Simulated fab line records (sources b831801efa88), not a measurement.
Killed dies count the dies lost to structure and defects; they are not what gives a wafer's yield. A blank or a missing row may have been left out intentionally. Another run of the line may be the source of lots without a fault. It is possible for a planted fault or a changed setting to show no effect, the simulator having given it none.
fab line records	flow sky130	part 2 of 2: steps 30 to 30 of 30
record lots=6	wafers=18	last_day=50
route steps=708 shown LI_CONTACT@375 LOCAL_INTERCONNECT@387 PAD_OPEN@708
lots untouched by any fault: they come from a run of this same line in which no faults occurred
start_h: the number of hours between the record's first day and the start of the first shown wafer of the lot	wait_h: hours elapsed since this lot's preceding step	" unchanged from the row above	L1.1+2: one row covering several wafers at once	- no value, or no start was given	* or withheld: withheld	< > ~ a bound
route shown NAME@n: NAME is a module with steps in the file, n the number in the route of the first one	usual: mean and standard deviation over wafers with no fault	same: alike in all rows	chamber/n: place in a boat	sites: the reading at each site	_std_site: the standard deviation of these	_edge_site: the outer-site mean with the inner-site mean subtracted	radius_mm: for every site, how far away it sits from the centre of the wafer	mask NAME#n: copy n	behind: the tool/chamber that last shaped the wafer	hold: the reason the lot was held/the length of the hold in hours/how it ended	device: names the non-switching transistor (n, p or np)	end of line: at the end of the route, the tests of the same wafers	a step given without rows: its recipe and nothing more	killed: dies lost to structure and defects at the first sort, not the wafer's yield	map: a wafer's dies, x killed, . not, _ none there
set.NAME: the setting that was run; set.NAME@STEP: the one run at that earlier step	model.NAME: the simulator's own value behind a step, which no gauge read
a table for each step, a row for each wafer; lots at some steps of the route
services: a tool's chamber out of use, with start hour (start_h, from the record's first day; less than 0 if before it), hours out, and reason
## steps
# step SKY_PAD_OPEN_PROBE_99
# usual killed_at_M0_to_M3=44/6.4	killed_at_M4_up=3.0/1.8	killed_at_contacts=24/5	killed_at_front_end=16/4.3	killed_at_other=0.4/0.76	killed_dies=88/8.6	killed_open=47/7.2	killed_short=40/5.5
# same gross_dies=492	killed_at_back_side=0
lot.wafer	tool	chamber	start_h	wait_h	killed_at_M0_to_M3	killed_at_M4_up	killed_at_contacts	killed_at_front_end	killed_at_other	killed_dies	killed_open	killed_short	model.etest.res_li.line_ohm_um	model.etest.res_li.rs_ohm_sq
L604.1	prober-01	-	1085.55	0.1	49	5	24	7	0	85	47	38	75.02	12.81
L604.2	prober-01	-	1085.60	0.1	54	4	35	12	0	105	56	49	76.92	12.98
L604.5	prober-01	-	1085.75	0.2	45	1	18	20	0	84	42	42	76.04	12.76
L605.1	prober-02	-	1091.48	0.1	49	2	22	26	0	99	56	42	74.06	12.75
L605.2	prober-02	-	1091.53	0.1	42	4	22	16	0	84	32	51	73.69	12.64
L605.6	prober-02	-	1091.73	0.2	52	1	23	14	1	91	51	38	75.11	12.77
L615.3	prober-02	-	1143.05	0.2	32	4	20	16	0	72	42	30	70.45	11.99
L615.4	prober-02	-	1143.10	0.2	50	4	32	10	0	96	51	45	71.73	12.12
L615.6	prober-02	-	1143.20	0.2	47	3	27	18	1	96	53	43	71.26	12.18
L616.4	prober-01	-	1149.67	0.2	44	1	23	15	0	83	51	32	72.47	12.38
L616.5	prober-01	-	1149.72	0.2	43	2	20	11	1	77	39	38	73.52	12.38
L616.6	prober-01	-	1149.77	0.2	45	1	21	14	1	82	42	40	72.75	12.19
L620.1	prober-02	-	1180.17	0.1	38	1	27	23	0	89	49	40	74.47	12.71
L620.2	prober-02	-	1180.22	0.1	54	3	33	19	1	110	63	47	75.65	12.84
L620.3	prober-02	-	1180.27	0.2	43	2	21	21	0	87	44	43	76.28	12.93
L625.1	prober-02	-	1195.44	0.1	45	7	23	23	0	98	50	48	74.72	12.88
L625.5	prober-02	-	1195.64	0.2	48	5	27	14	0	94	46	48	74.38	12.94
L625.6	prober-02	-	1195.69	0.2	43	3	29	16	0	91	52	39	73.85	12.86
# killed by level:class
L604.1 VIA1:geometric_particle:open=15 LI_CONTACT:geometric_particle:open=10 VIA3:geometric_particle:open=8 VIA1:geometric_particle:short=5 METAL2:geometric_particle:short=5 CONTACT:geometric_particle:open=4 LOCAL_INTERCONNECT:geometric_particle:short=4 VIA2:geometric_particle:short=4
L604.2 VIA1:geometric_particle:open=15 CONTACT:geometric_particle:open=14 VIA1:geometric_particle:short=11 VIA3:geometric_particle:open=7 LOCAL_INTERCONNECT:geometric_particle:short=7 METAL1:geometric_particle:short=7 LI_CONTACT:geometric_particle:open=6 VIA2:geometric_particle:open=6
L604.5 VIA1:geometric_particle:open=13 METAL1:geometric_particle:short=10 FIELD_ISO:geometric_particle:short=5 CONTACT:geometric_particle:open=5 VIA2:geometric_particle:open=5 LI_CONTACT:geometric_particle:open=4 CONTACT:geometric_particle:short=4 VIA3:geometric_particle:short=4
L605.1 VIA1:geometric_particle:open=10 POLY_GATE:geometric_particle:short=9 POLY_GATE:geometric_particle:open=8 CONTACT:geometric_particle:open=8 VIA1:geometric_particle:short=8 VIA2:geometric_particle:open=7 LI_CONTACT:geometric_particle:open=6 VIA3:geometric_particle:open=6
L605.2 CONTACT:geometric_particle:short=8 METAL1:geometric_particle:short=8 VIA1:geometric_particle:open=7 METAL2:geometric_particle:short=6 LOCAL_INTERCONNECT:geometric_particle:short=5 CONTACT:geometric_particle:open=5 METAL3:geometric_particle:short=5 FIELD_ISO:geometric_particle:open=4
L605.6 VIA3:geometric_particle:open=11 LI_CONTACT:geometric_particle:open=7 CONTACT:geometric_particle:open=7 VIA1:geometric_particle:open=7 METAL2:geometric_particle:short=7 VIA1:geometric_particle:short=6 VIA3:geometric_particle:short=6 POLY_GATE:geometric_particle:open=5
L615.3 CONTACT:geometric_particle:open=9 VIA1:geometric_particle:open=6 FIELD_ISO:geometric_particle:open=5 FIELD_ISO:geometric_particle:short=5 LI_CONTACT:geometric_particle:open=5 METAL1:geometric_particle:short=5 CONTACT:geometric_particle:short=4 VIA2:geometric_particle:open=4
L615.4 CONTACT:geometric_particle:open=14 VIA1:geometric_particle:open=10 VIA3:geometric_particle:open=8 CONTACT:geometric_particle:short=7 METAL1:geometric_particle:short=7 LOCAL_INTERCONNECT:geometric_particle:short=6 VIA2:geometric_particle:open=5 METAL2:geometric_particle:short=4
L615.6 CONTACT:geometric_particle:open=13 VIA2:geometric_particle:open=11 METAL1:geometric_particle:short=8 VIA1:geometric_particle:short=7 VIA1:geometric_particle:open=6 POLY_GATE:geometric_particle:open=5 POLY_GATE:geometric_particle:short=5 LI_CONTACT:geometric_particle:open=5
L616.4 VIA2:geometric_particle:open=10 VIA1:geometric_particle:open=9 LI_CONTACT:geometric_particle:open=8 CONTACT:geometric_particle:open=8 VIA1:geometric_particle:short=6 POLY_GATE:geometric_particle:short=5 VIA3:geometric_particle:open=5 METAL2:geometric_particle:short=4
L616.5 VIA2:geometric_particle:open=8 LI_CONTACT:geometric_particle:open=7 METAL1:geometric_particle:short=7 METAL2:geometric_particle:short=7 CONTACT:geometric_particle:open=6 VIA1:geometric_particle:short=5 VIA2:geometric_particle:short=4 FIELD_ISO:geometric_particle:open=3
L616.6 CONTACT:geometric_particle:open=9 VIA1:geometric_particle:open=9 VIA1:geometric_particle:short=8 METAL1:geometric_particle:short=7 VIA2:geometric_particle:open=5 LI_CONTACT:geometric_particle:open=4 METAL3:geometric_particle:short=4 FIELD_ISO:geometric_particle:open=3
L620.1 VIA1:geometric_particle:open=10 VIA3:geometric_particle:open=10 FIELD_ISO:geometric_particle:open=8 LOCAL_INTERCONNECT:geometric_particle:short=7 CONTACT:geometric_particle:short=6 CONTACT:geometric_particle:open=6 LI_CONTACT:geometric_particle:open=5 VIA3:geometric_particle:short=5
L620.2 LI_CONTACT:geometric_particle:open=16 VIA1:geometric_particle:open=15 POLY_GATE:geometric_particle:short=8 CONTACT:geometric_particle:open=8 METAL2:geometric_particle:short=8 VIA1:geometric_particle:short=7 VIA2:geometric_particle:open=7 METAL1:geometric_particle:short=6
L620.3 VIA3:geometric_particle:open=8 VIA1:geometric_particle:open=8 VIA2:geometric_particle:short=8 LI_CONTACT:geometric_particle:open=7 LOCAL_INTERCONNECT:geometric_particle:short=7 FIELD_ISO:geometric_particle:short=6 FIELD_ISO:geometric_particle:open=5 POLY_GATE:geometric_particle:open=4
L625.1 VIA1:geometric_particle:open=12 METAL1:geometric_particle:short=9 LI_CONTACT:geometric_particle:open=7 CONTACT:geometric_particle:open=7 FIELD_ISO:geometric_particle:open=6 METAL4:geometric_particle:short=6 FIELD_ISO:geometric_particle:short=5 VIA3:geometric_particle:open=5
L625.5 LI_CONTACT:geometric_particle:open=10 VIA2:geometric_particle:short=9 METAL1:geometric_particle:short=7 VIA1:geometric_particle:open=7 FIELD_ISO:geometric_particle:open=6 LI_CONTACT:geometric_particle:short=6 METAL2:geometric_particle:short=6 CONTACT:geometric_particle:open=5
L625.6 VIA1:geometric_particle:open=12 CONTACT:geometric_particle:open=11 METAL1:geometric_particle:short=9 LI_CONTACT:geometric_particle:open=8 VIA2:geometric_particle:open=7 FIELD_ISO:geometric_particle:short=6 CONTACT:geometric_particle:short=5 POLY_GATE:geometric_particle:open=3
## services
tool	chamber	start_h	hours	kind
rie_diel-02	1	673.39	15.3	repair
rie_diel-01	0	697.16	1.7	repair
plasma_asher-02	-	700.98	5.1	repair
rie_diel-02	-	702.24	2.8	pm
cvd_w-01	-	703.37	0.7	repair
rie_metal-01	-	710.79	1.0	repair
rie_metal-02	1	720.03	1.8	repair
plasma_asher-03	-	724.65	2.9	repair
pvd_sputter-01	-	725.94	0.5	repair
cmp-01	-	728.64	2.7	repair
cvd_w-02	-	728.99	2.8	pm
rie_metal-04	0	736.31	27.9	repair
cmp-01	-	744.03	4.0	pm
rie_diel-01	-	745.83	15.6	pm
cvd_w-02	1	747.85	2.0	repair
pvd_sputter-02	-	749.18	2.4	repair
pvd_sputter-02	-	763.52	12.5	repair
wet_bench-04	-	788.76	2.3	repair
cvd_w-01	-	829.60	14.6	pm
rie_metal-04	-	834.19	1.8	repair
rie_metal-04	0	835.49	5.0	repair
rie_diel-01	-	849.51	0.2	repair
rie_metal-04	-	850.96	14.6	pm
rie_diel-01	-	865.89	28.6	repair
## key
first_sign step=SKY_LOCAL_INTERCONNECT_SPUTTER_00	reading=cathode_dc_power_W	direction=up	sigmas=99+	usual=6499.9	struck=6738.9
effect step=SKY_LOCAL_INTERCONNECT_RS_MEAS_01	reading=visit	direction=added
effect step=SKY_LOCAL_INTERCONNECT_THK_MEAS_02	reading=visit	direction=added
effect step=SKY_LOCAL_INTERCONNECT_METAL_ETCH_14	reading=oes_product_au	direction=up	sigmas=3.5	usual=0.942	struck=0.970
model_effect step=SKY_LOCAL_INTERCONNECT_SPUTTER_00	value=TiN_of_LOCAL_INTERCONNECT_SPUTTER_00.thk_nm	without=101.3	struck=105
model_effect step=SKY_LOCAL_INTERCONNECT_METAL_ETCH_14	value=LOCAL_INTERCONNECT.feature_depth_nm	without=101.3	struck=105
model_effect step=SKY_LOCAL_INTERCONNECT_STRIP_16	value=TiN_of_LOCAL_INTERCONNECT_SPUTTER_00.thk_nm	without=100.9	struck=104.5
model_effect step=SKY_PAD_OPEN_PROBE_99	value=etest.res_li.line_ohm_um	without=74.66	struck=72.03
met_at SKY_LOCAL_INTERCONNECT_SPUTTER_00
struck_wafers L615.3,L615.4,L615.6,L616.4,L616.5,L616.6
tester_left_out L615,L616
onset_between 700.98 775.68
fault kind=process_parameter_drift	tool=pvd_sputter-01	chamber=-	onset_h=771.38	steps=SKY_LOCAL_INTERCONNECT_SPUTTER_00	channel=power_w	offset=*	shape=step	end_h=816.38	acts_in=*	stated=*
# tester_left_out: of these lots the tester's yield and bins aren't shown, on N5 and GAA mostly nor the transistor test; their killed dies are dies lost to structure and defects alone, not to doping, threshold or leakage, so they don't give the yield
